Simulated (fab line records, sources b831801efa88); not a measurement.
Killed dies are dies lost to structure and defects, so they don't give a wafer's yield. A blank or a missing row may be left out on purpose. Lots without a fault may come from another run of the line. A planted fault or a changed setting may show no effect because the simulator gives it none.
fab line records | flow sky130
record lots=6 wafers=18 last_day=50
route steps=708 shown RES_XHIGH@339 SD_N@342 SD_P@359 PAD_OPEN@708
lots that met no fault: from a run of the same line without faults
start_h: hours from the record's first day to the start of the lot's first wafer shown | wait_h: hours since the lot's step before | " the same as in the row above | L1.1+2: a row that stands for several wafers | - no value, or no start given | * or withheld: withheld | < > ~ a bound
route shown NAME@n: a module of which the file shows steps, and the number in the route of the first | usual: mean/standard deviation of fault-free wafers | same: alike in all rows | chamber/n: place in a boat | sites: the reading at each site | _std_site: their standard deviation | _edge_site: outer sites' mean less inner sites' | radius_mm: how far each site lies from the wafer's centre | mask NAME#n: copy n | behind: the tool/chamber that last shaped the wafer | hold: why the lot was held/for how many hours/how that ended | device: the transistor (n, p or np) that didn't switch | end of line: the same wafers' tests at the end of the route | a step without rows: its recipe alone | killed: dies lost to structure and defects at the first sort, not the wafer's yield | map: a wafer's dies, x killed, . not, _ none there
set.NAME: the setting as run; set.NAME@STEP: as run at that earlier step | model.NAME: the simulator's own value behind a step, which no gauge read
lots at some steps of the route; a table a step, a row a wafer
services: from which hour (start_h, from the record's first day; less than 0 if before it) a tool's chamber was out of use, for how many hours, and why
## steps
# step SKY_RES_XHIGH_IMPLANT_07
# recipe species=BF2 energy_kev=20 dose_cm2=3.6e+14 tilt_deg=0
# step SKY_RES_XHIGH_STRIP_08
# recipe chemistry=O2/N2 power_w=1400 pressure_mtorr=1500 platen_temp_c=withheld o2_flow_sccm=3000 n2_flow_sccm=300 overash_fraction=0.5
# usual drypump_motor_current_A=5.7/0.45 oes_product_au=0.711/0.0048 strip_time_to_endpoint_s=14.28/0.035
# columns lot.wafer tool chamber start_h wait_h drypump_motor_current_A oes_product_au rf_hours_counter_h strip_time_to_endpoint_s
L423.2 plasma_asher-03 0 639.59 0.1 5.4 0.711 22 14.33
L423.3 " 0 " " 5.4 0.708 - 14.35
L423.6 " 1 " " 5.4 0.707 - 14.30
L431.4 plasma_asher-02 0 716.85 0.1 6.4 0.709 - 14.26
L431.5 " 0 " " 6.4 0.720 - 14.25
L431.6 " 1 " " 5.9 0.722 - 14.22
L432.2 plasma_asher-01 1 724.57 0.1 6.0 0.721 56 14.24
L432.5 " 0 " " 5.0 0.708 - 14.32
L432.6 " 1 " " 5.9 0.714 - 14.25
L433.2 plasma_asher-02 0 733.77 0.1 6.4 0.709 87 14.27
L433.4 " 1 " " 5.9 0.713 - 14.28
L433.5 " 0 " " 6.4 0.717 - 14.28
L438.1 plasma_asher-03 0 762.97 0.1 5.4 0.713 34 14.27
L438.2 " 1 " " 5.5 0.707 34 14.27
L438.6 " 0 " " 5.4 0.714 - 14.31
L444.2 plasma_asher-01 0 802.37 0.1 5.1 0.710 64 14.26
L444.3 " 1 " " 5.9 0.714 - 14.26
L444.4 " 0 " " 5.1 0.703 - 14.26
# step SKY_RES_XHIGH_TW_MEAS_09
# usual RES_XHIGH_TW=1637/12
# columns lot.wafer tool chamber start_h wait_h RES_XHIGH_TW
L423.2 film_metro-03 - 639.70 0.1 1637
L423.3 " - " " 1638
L423.6 " - " " 1638
L431.4 film_metro-04 - 716.95 0.1 1629
L431.5 " - " " 1630
L431.6 " - " " 1630
L432.2 film_metro-03 - 724.68 0.1 1649
L432.5 " - " " 1650
L432.6 " - " " 1653
L433.2 film_metro-04 - 733.88 0.1 1624
L433.4 " - " " 1630
L433.5 " - " " 1628
L438.1 film_metro-02 - 763.07 0.1 1617
L438.2 " - " " 1624
L438.6 " - " " 1612
L444.2 film_metro-04 - 802.48 0.1 1638
L444.3 " - " " 1643
L444.4 " - " " 1627
# step SKY_SD_N_DEHYDRATE_00
# recipe temp_c=200 time_s=60
# step SKY_SD_N_HMDS_01
# recipe prime_time_s=60 prime_temp_c=120
# step SKY_SD_N_COAT_02
# recipe resist=NOVOLAK spin_rpm=3000 resist_thk_nm=1140
# step SKY_SD_N_SOFTBAKE_03
# recipe temp_c=90 time_s=60 resist=NOVOLAK
# step SKY_SD_N_EXPOSE_04
# recipe mask_id=NSDM na=0.6 source_shape=conventional sigma_outer=0.6 polarization=unpolarized target_cd_nm=380 dose_mj=141
# step SKY_SD_N_PEB_05
# recipe temp_c=withheld time_s=* resist=NOVOLAK
# step SKY_SD_N_DEVELOP_06
# recipe resist=NOVOLAK developer=TMAH develop_time_s=60 dev_temp_c=23
# step SKY_SD_N_CD_MEAS_07
# recipe target_cd_nm=380
# usual cd_nm=380.6/1.7
# columns lot.wafer tool chamber start_h wait_h cd_nm
L423.2 cd_sem-01 - 668.33 0.2 382.0
L423.3 " - " " 382.1
L423.6 " - " " 381.3
L431.4 cd_sem-02 - 743.90 0.1 380.3
L431.5 " - " " 383.0
L431.6 " - " " 382.3
L432.2 cd_sem-02 - 752.24 0.1 380.5
L432.5 " - " " 380.8
L432.6 " - " " 380.3
L433.2 cd_sem-01 - 760.86 0.1 382.4
L433.4 " - " " 384.2
L433.5 " - " " 380.6
L438.1 cd_sem-01 - 789.17 0.1 380.0
L438.2 " - " " 380.8
L438.6 " - " " 377.2
L444.2 cd_sem-02 - 828.91 0.1 380.1
L444.3 " - " " 378.5
L444.4 " - " " 379.2
# step SKY_SD_N_OVL_MEAS_08
# usual SD_N_OVL=0.4/1.4
# columns lot.wafer tool chamber start_h wait_h SD_N_OVL[nm]
L423.2 overlay-01 - 668.43 0.1 -0.9
L423.3 " - " " -2.1
L423.6 " - " " -1.4
L431.4 overlay-02 - 743.97 0.1 2.7
L431.5 " - " " 1.0
L431.6 " - " " 2.1
L432.2 overlay-02 - 752.34 0.1 0.4
L432.5 " - " " 2.6
L432.6 " - " " 1.2
L433.2 overlay-01 - 760.96 0.1 -1.9
L433.4 " - " " -0.3
L433.5 " - " " -2.7
L438.1 overlay-01 - 789.29 0.1 -1.8
L438.2 " - " " 0.2
L438.6 " - " " -1.3
L444.2 overlay-02 - 829.01 0.1 1.3
L444.3 " - " " 1.7
L444.4 " - " " 2.4
# step SKY_SD_N_IMPLANT_09
# recipe species=As energy_kev=50 dose_cm2=4e+15 tilt_deg=0
# usual beam_on_s=15.5/1.3 dose_ions_cm2=4e+15/4.4e+12
# columns lot.wafer tool chamber start_h wait_h beam_on_s dose_ions_cm2
L423.2 implanter-04 0 668.49 0.0 13.4 3.996e+15
L423.3 " 0 " " 13.8 3.992e+15
L423.6 " 0 " " 13.5 3.988e+15
L431.4 implanter-03 0 744.07 0.1 16.2 3.998e+15
L431.5 " 0 " " 16.8 3.997e+15
L431.6 " 0 " " 16.7 4.001e+15
L432.2 implanter-03 0 752.40 0.0 23.4 5.678e+15
L432.5 " 0 " " 23.9 5.679e+15
L432.6 " 0 " " 22.8 5.675e+15
L433.2 implanter-03 0 761.02 0.0 23.9 5.669e+15
L433.4 " 0 " " 23.8 5.671e+15
L433.5 " 0 " " 23.2 5.67e+15
L438.1 implanter-01 0 789.32 0.0 16.3 4e+15
L438.2 " 0 " " 16.3 4.002e+15
L438.6 " 0 " " 17.2 3.997e+15
L444.2 implanter-04 0 829.07 0.0 13.9 3.998e+15
L444.3 " 0 " " 13.6 4e+15
L444.4 " 0 " " 13.4 4e+15
# step SKY_SD_N_IMPLANT_10
# recipe species=P energy_kev=20 dose_cm2=1e+14 tilt_deg=0
# step SKY_SD_N_STRIP_11
# recipe chemistry=O2/N2 power_w=1400 pressure_mtorr=1500 platen_temp_c=withheld o2_flow_sccm=3000 n2_flow_sccm=300 overash_fraction=0.5
# usual drypump_motor_current_A=5.5/0.32 oes_product_au=0.527/0.0045 strip_time_to_endpoint_s=22.54/0.045
# columns lot.wafer tool chamber start_h wait_h drypump_motor_current_A oes_product_au rf_hours_counter_h strip_time_to_endpoint_s
L423.2 plasma_asher-01 1 668.76 0.1 5.9 0.527 50 22.61
L423.3 " 0 " " 5.0 0.526 - 22.64
L423.6 " 1 " " 5.9 0.531 - 22.66
L431.4 plasma_asher-01 0 744.33 0.1 5.1 0.533 - 22.51
L431.5 " 1 " " 5.9 0.525 - 22.57
L431.6 " 0 " " 5.1 0.522 - 22.56
L432.2 plasma_asher-04 0 752.67 0.1 5.6 0.516 1 23.48
L432.5 " 1 " " 5.7 0.514 - 23.52
L432.6 " 0 " " 5.6 0.511 - 23.48
L433.2 plasma_asher-01 0 761.29 0.1 5.1 0.512 60 23.46
L433.4 " 1 " " 5.9 0.510 - 23.40
L433.5 " 1 " " 5.9 0.514 - 23.45
L438.1 plasma_asher-01 0 789.62 0.1 5.1 0.525 63 22.54
L438.2 " 1 " " 5.9 0.532 63 22.55
L438.6 " 0 " " 5.1 0.529 - 22.52
L444.2 plasma_asher-03 0 829.34 0.1 5.4 0.531 41 22.56
L444.3 " 1 " " 5.5 0.528 - 22.56
L444.4 " 0 " " 5.4 0.531 - 22.56
# step SKY_SD_N_TW_MEAS_12
# usual SD_N_TW=3970/29
# columns lot.wafer tool chamber start_h wait_h SD_N_TW
L423.2 film_metro-02 - 668.87 0.1 3955
L423.3 " - " " 3946
L423.6 " - " " 3933
L431.4 film_metro-04 - 744.42 0.1 3973
L431.5 " - " " 3967
L431.6 " - " " 3946
L432.2 film_metro-04 - 752.78 0.1 4006
L432.5 " - " " 4020
L432.6 " - " " 3999
L433.2 film_metro-04 - 761.40 0.1 4025
L433.4 " - " " 4043
L433.5 " - " " 4036
L438.1 film_metro-02 - 789.72 0.1 3942
L438.2 " - " " 3964
L438.6 " - " " 3940
L444.2 film_metro-04 - 829.45 0.1 4003
L444.3 " - " " 3998
L444.4 " - " " 3985
# step SKY_SD_N_CLEAN_13
# recipe chemistry=SC1/SC2 mix=1:4:20 temp_c=70 time_s=150 dry=n2_spin
# step SKY_SD_N_RTA_14
# recipe temp_c=1075 time_s=2 idle_temp_c=650 ramp_up_c_per_s=150 ramp_down_c_per_s=90 ambient=N2
# usual lamp_power_pct=15.73/0.053 wafer_temp_C_max=1078.0/1.2
# columns lot.wafer tool chamber start_h wait_h lamp_power_pct wafer_temp_C_max
L423.2 rtp_anneal-02 0 668.98 0.0 15.85 1077.2
L423.3 " 0 " " 15.77 1077.9
L423.6 " 0 " " 15.74 1077.8
L431.4 rtp_anneal-02 0 744.53 0.0 15.82 1076.2
L431.5 " 0 " " 15.68 1077.0
L431.6 " 0 " " 15.71 1077.7
L432.2 rtp_anneal-01 0 752.90 0.0 15.72 1080.5
L432.5 " 0 " " 15.57 1078.6
L432.6 " 0 " " 15.66 1079.1
L433.2 rtp_anneal-02 0 761.51 0.0 15.78 1075.8
L433.4 " 0 " " 15.72 1079.6
L433.5 " 0 " " 15.86 1079.3
L438.1 rtp_anneal-01 0 789.90 0.0 15.70 1078.4
L438.2 " 0 " " 15.74 1078.2
L438.6 " 0 " " 15.72 1077.5
L444.2 rtp_anneal-01 0 829.57 0.0 15.71 1077.3
L444.3 " 0 " " 15.74 1079.3
L444.4 " 0 " " 15.77 1078.2
# step SKY_SD_N_RS_MEAS_16
# recipe thk_meas_gauge=four-point-probe
# usual SD_N_RS=68.62/0.11
# columns lot.wafer tool chamber start_h wait_h SD_N_RS[ohm/sq]
L423.2 film_metro-04 - 669.17 0.1 68.37
L423.3 " - " " 68.46
L423.6 " - " " 68.48
L431.4 film_metro-03 - 744.74 0.1 68.46
L431.5 " - " " 68.47
L431.6 " - " " 68.45
L432.2 film_metro-03 - 753.09 0.1 65.99
L432.5 " - " " 65.99
L432.6 " - " " 65.96
L433.2 film_metro-03 - 761.70 0.1 65.91
L433.4 " - " " 66.09
L433.5 " - " " 65.92
L438.1 film_metro-02 - 790.07 0.1 68.57
L438.2 " - " " 68.63
L438.6 " - " " 68.58
L444.2 film_metro-03 - 829.75 0.1 68.58
L444.3 " - " " 68.59
L444.4 " - " " 68.59
# step SKY_SD_N_RS_MEAS_17
# recipe thk_meas_gauge=four-point-probe
# usual SD_P_RS=147.2/0.39
# columns lot.wafer tool chamber start_h wait_h SD_P_RS[ohm/sq]
L423.2 film_metro-04 - 669.29 0.1 147.0
L423.3 " - " " 146.8
L423.6 " - " " 146.9
L431.4 film_metro-03 - 744.86 0.1 146.1
L431.5 " - " " 146.4
L431.6 " - " " 146.0
L432.2 film_metro-03 - 753.21 0.1 147.3
L432.5 " - " " 146.9
L432.6 " - " " 147.7
L433.2 film_metro-03 - 761.82 0.1 147.5
L433.4 " - " " 147.9
L433.5 " - " " 146.9
L438.1 film_metro-02 - 790.19 0.1 147.1
L438.2 " - " " 147.0
L438.6 " - " " 147.0
L444.2 film_metro-03 - 829.87 0.1 146.7
L444.3 " - " " 147.0
L444.4 " - " " 147.0
# step SKY_PAD_OPEN_PROBE_99
# usual killed_at_M0_to_M3=44/8.6 killed_at_M4_up=3.4/1.9 killed_at_contacts=23/5.7 killed_at_front_end=15/4.5 killed_at_other=0.4/0.62 killed_dies=86/11 killed_open=46/7.6 killed_short=39/6.3
# same gross_dies=492 killed_at_back_side=0
# columns lot.wafer tool chamber start_h wait_h killed_at_M0_to_M3 killed_at_M4_up killed_at_contacts killed_at_front_end killed_at_other killed_dies killed_open killed_short model.etest.res_ndiff.line_ohm_um model.etest.nfet_g5v0d10v5.r_on_ohm_um model.etest.sonos_uncharged.r_on_ohm_um model.etest.licon_ndiff.rc_ohm model.etest.res_ndiff_hv.rs_ohm_sq model.etest.res_ndiff.rs_ohm_sq model.etest.nfet_g5v0d10v5.off_log10_a_um model.etest.sonos_programmed.off_log10_a_um
L423.2 prober-02 - 1095.41 0.1 60 7 18 21 0 106 51 55 782.5 1914 821.4 175.4 116.1 121 -13.95 -14.02
L423.3 prober-02 - 1095.46 0.2 51 4 17 13 3 88 43 42 773.1 1906 814.5 181.5 116.5 121.4 -13.91 -14
L423.6 prober-02 - 1095.61 0.2 54 5 17 15 0 91 51 39 770.4 1922 825.3 184 116.1 121.2 -13.89 -14.03
L431.4 prober-02 - 1146.11 0.2 41 6 22 22 0 91 55 36 769.5 1888 809.1 181.6 115.2 121.2 -13.86 -13.88
L431.5 prober-02 - 1146.16 0.2 32 3 24 21 0 80 40 40 782.1 1847 815.1 183.8 115 121.9 -13.85 -13.96
L431.6 prober-02 - 1146.21 0.2 44 2 26 19 0 91 56 35 781.3 1877 803.9 180.4 115 120.7 -13.76 -14.09
L432.2 prober-01 - 1155.79 0.1 46 5 28 15 0 94 54 40 722.1 1859 772.5 165.7 106.5 112.2 -13.63 -14
L432.5 prober-01 - 1155.94 0.2 43 5 27 21 0 96 47 49 705.1 1835 779.1 164.5 106.3 111.6 -13.69 -13.9
L432.6 prober-01 - 1155.99 0.2 32 1 30 19 0 82 38 44 721.8 1834 771.6 167.7 107 113 -13.76 -14.12
L433.2 prober-02 - 1159.50 0.1 27 1 18 15 0 61 34 26 713.9 1826 789.8 164.7 104.2 109.2 -13.72 -14.01
L433.4 prober-02 - 1159.60 0.2 42 4 12 14 0 72 33 36 699 1834 781.5 163.3 103.2 109.7 -13.88 -13.89
L433.5 prober-02 - 1159.65 0.2 33 2 26 15 0 76 45 31 707.1 1793 788 168.9 102.9 109.9 -13.76 -13.98
L438.1 prober-01 - 1180.14 0.1 61 2 24 13 0 100 49 51 755.9 1884 821.4 181.5 114 119.7 -13.88 -13.83
L438.2 prober-01 - 1180.19 0.1 61 3 28 20 0 112 66 46 748.8 1876 804.2 184.8 113.9 119.8 -13.87 -14.06
L438.6 prober-01 - 1180.39 0.2 30 7 19 20 1 77 44 33 758.8 1892 818.2 185.7 113.9 119.2 -13.84 -13.97
L444.2 prober-01 - 1202.02 0.1 26 7 31 14 0 78 44 33 740.7 1913 823.2 188.4 111.4 117.9 -13.85 -13.97
L444.3 prober-01 - 1202.07 0.2 45 4 32 28 0 109 52 56 749.4 1868 805.2 177.9 111.3 117.6 -13.98 -13.85
L444.4 prober-01 - 1202.12 0.2 50 4 36 13 0 103 58 44 735.7 1882 808.5 187.1 111.4 118 -13.8 -13.92
# killed by level:class
L423.2 VIA2:geometric_particle:open=15 VIA1:geometric_particle:open=12 POLY_GATE:geometric_particle:short=7 METAL1:geometric_particle:short=7 CONTACT:geometric_particle:open=6 VIA3:geometric_particle:short=6 VIA1:geometric_particle:short=6 METAL2:geometric_particle:short=6
L423.3 VIA2:geometric_particle:open=10 VIA1:geometric_particle:open=8 METAL2:geometric_particle:short=7 VIA3:geometric_particle:open=7 POLY_GATE:geometric_particle:short=5 METAL1:geometric_particle:short=5 FIELD_ISO:geometric_particle:open=4 LOCAL_INTERCONNECT:geometric_particle:short=4
L423.6 VIA1:geometric_particle:open=19 METAL2:geometric_particle:short=9 LI_CONTACT:geometric_particle:open=7 VIA1:geometric_particle:short=6 CONTACT:geometric_particle:open=6 VIA2:geometric_particle:open=6 FIELD_ISO:geometric_particle:short=4 METAL1:geometric_particle:short=4
L431.4 CONTACT:geometric_particle:open=9 VIA2:geometric_particle:open=9 LI_CONTACT:geometric_particle:open=8 VIA1:geometric_particle:open=7 VIA3:geometric_particle:open=7 METAL4:geometric_particle:short=6 POLY_GATE:geometric_particle:open=6 METAL2:geometric_particle:short=5
L431.5 CONTACT:geometric_particle:open=10 FIELD_ISO:geometric_particle:short=9 VIA3:geometric_particle:open=8 VIA1:geometric_particle:open=7 FIELD_ISO:geometric_particle:open=4 LI_CONTACT:geometric_particle:open=4 LOCAL_INTERCONNECT:geometric_particle:short=4 POLY_GATE:geometric_particle:open=3
L431.6 VIA1:geometric_particle:open=12 CONTACT:geometric_particle:open=12 METAL1:geometric_particle:short=9 FIELD_ISO:geometric_particle:open=8 VIA3:geometric_particle:open=6 LI_CONTACT:geometric_particle:open=5 FIELD_ISO:geometric_particle:short=4 LOCAL_INTERCONNECT:geometric_particle:short=4
L432.2 VIA1:geometric_particle:open=14 CONTACT:geometric_particle:open=11 LI_CONTACT:geometric_particle:open=8 METAL2:geometric_particle:short=7 VIA2:geometric_particle:open=7 VIA3:geometric_particle:short=5 POLY_GATE:geometric_particle:open=4 LI_CONTACT:geometric_particle:short=4
L432.5 VIA1:geometric_particle:open=9 VIA3:geometric_particle:open=8 LI_CONTACT:geometric_particle:open=8 FIELD_ISO:geometric_particle:open=7 FIELD_ISO:geometric_particle:short=6 LOCAL_INTERCONNECT:geometric_particle:short=6 VIA2:geometric_particle:open=6 METAL1:geometric_particle:short=5
L432.6 LOCAL_INTERCONNECT:geometric_particle:short=11 VIA1:geometric_particle:open=11 LI_CONTACT:geometric_particle:open=7 FIELD_ISO:geometric_particle:short=6 FIELD_ISO:geometric_particle:open=5 POLY_GATE:geometric_particle:open=5 LI_CONTACT:geometric_particle:short=4 CONTACT:geometric_particle:open=4
L433.2 CONTACT:geometric_particle:open=8 POLY_GATE:geometric_particle:open=5 POLY_GATE:geometric_particle:short=5 VIA3:geometric_particle:open=5 VIA1:geometric_particle:open=4 LI_CONTACT:geometric_particle:open=3 LI_CONTACT:geometric_particle:short=3 METAL1:geometric_particle:short=3
L433.4 VIA1:geometric_particle:open=8 VIA3:geometric_particle:open=8 CONTACT:geometric_particle:short=5 METAL1:geometric_particle:short=5 METAL3:geometric_particle:short=5 VIA2:geometric_particle:open=4 POLY_GATE:geometric_particle:short=3 LI_CONTACT:geometric_particle:open=3
L433.5 LI_CONTACT:geometric_particle:open=9 CONTACT:geometric_particle:open=9 VIA1:geometric_particle:open=7 VIA2:geometric_particle:open=6 METAL2:geometric_particle:short=5 POLY_GATE:geometric_particle:short=4 METAL1:geometric_particle:short=4 CONTACT:geometric_particle:short=4
L438.1 VIA3:geometric_particle:open=12 METAL1:geometric_particle:short=8 VIA1:geometric_particle:open=8 LI_CONTACT:geometric_particle:open=7 METAL2:geometric_particle:short=6 VIA1:geometric_particle:short=6 CONTACT:geometric_particle:open=5 METAL3:geometric_particle:short=5
L438.2 VIA1:geometric_particle:open=20 CONTACT:geometric_particle:open=15 VIA2:geometric_particle:open=9 VIA3:geometric_particle:open=8 VIA2:geometric_particle:short=6 FIELD_ISO:geometric_particle:open=5 POLY_GATE:geometric_particle:open=5 LI_CONTACT:geometric_particle:short=5
L438.6 VIA2:geometric_particle:open=11 CONTACT:geometric_particle:open=9 CONTACT:geometric_particle:short=7 POLY_GATE:geometric_particle:open=5 METAL2:geometric_particle:short=5 FIELD_ISO:geometric_particle:open=4 FIELD_ISO:geometric_particle:short=4 METAL4:geometric_particle:short=4
L444.2 CONTACT:geometric_particle:open=11 LI_CONTACT:geometric_particle:open=10 VIA1:geometric_particle:open=9 METAL4:geometric_particle:short=6 LOCAL_INTERCONNECT:geometric_particle:short=5 CONTACT:geometric_particle:short=5 FIELD_ISO:geometric_particle:open=4 FIELD_ISO:geometric_particle:short=4
L444.3 VIA1:geometric_particle:open=10 LI_CONTACT:geometric_particle:open=9 CONTACT:geometric_particle:open=9 POLY_GATE:geometric_particle:short=8 VIA2:geometric_particle:open=6 FIELD_ISO:geometric_particle:short=5 POLY_GATE:geometric_particle:open=5 LOCAL_INTERCONNECT:geometric_particle:short=5
L444.4 LI_CONTACT:geometric_particle:open=14 VIA1:geometric_particle:open=9 VIA3:geometric_particle:open=9 CONTACT:geometric_particle:open=8 METAL1:geometric_particle:short=7 VIA2:geometric_particle:open=7 LOCAL_INTERCONNECT:geometric_particle:short=5 CONTACT:geometric_particle:short=5
## services
# columns tool chamber start_h hours kind
plasma_asher-04 - 645.43 3.6 repair
implanter-01 - 650.39 27.1 pm
rtp_anneal-01 - 655.96 66.2 pm
plasma_asher-04 - 733.75 9.0 pm
plasma_asher-04 0 733.75 9.0 vent_cycle
plasma_asher-04 1 733.75 9.0 vent_cycle
plasma_asher-02 - 738.62 2.1 repair
plasma_asher-04 0 742.75 - clean
plasma_asher-04 1 742.75 - clean
plasma_asher-03 - 745.77 2.1 repair
implanter-04 - 749.97 7.0 repair
plasma_asher-04 - 777.00 2.8 pm
implanter-01 - 802.32 2.2 repair
plasma_asher-04 - 819.08 15.6 pm
## key
first_sign step=SKY_SD_N_IMPLANT_09 reading=dose_ions_cm2 direction=up sigmas=99+ usual=* struck=*
effect step=SKY_SD_N_IMPLANT_09 reading=beam_on_s direction=up sigmas=6.2 usual=15.5 struck=23.5
effect step=SKY_SD_N_STRIP_11 reading=strip_time_to_endpoint_s direction=up sigmas=20 usual=* struck=*
effect step=SKY_SD_N_TW_MEAS_12 reading=SD_N_TW direction=up sigmas=1.7 usual=3970 struck=4021
effect step=SKY_SD_N_RS_MEAS_16 reading=SD_N_RS direction=down sigmas=25 usual=68.62 struck=65.98
model_effect step=SKY_PAD_OPEN_PROBE_99 value=etest.res_ndiff.line_ohm_um without=769.6 struck=711.5
met_at SKY_SD_N_IMPLANT_09
struck_wafers L432.2,L432.5,L432.6,L433.2,L433.4,L433.5
tester_left_out L432,L433
onset_between 744.07 752.40
fault kind=process_parameter_drift tool=implanter-03 chamber=- onset_h=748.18 steps=SKY_SD_N_IMPLANT_09 channel=dose_cm2 offset=* shape=step end_h=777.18 acts_in=* stated=*
# tester_left_out: of these lots the tester's yield and bins aren't shown, on N5 and GAA mostly nor the transistor test; their killed dies are dies lost to structure and defects alone, not to doping, threshold or leakage, so they don't give the yield
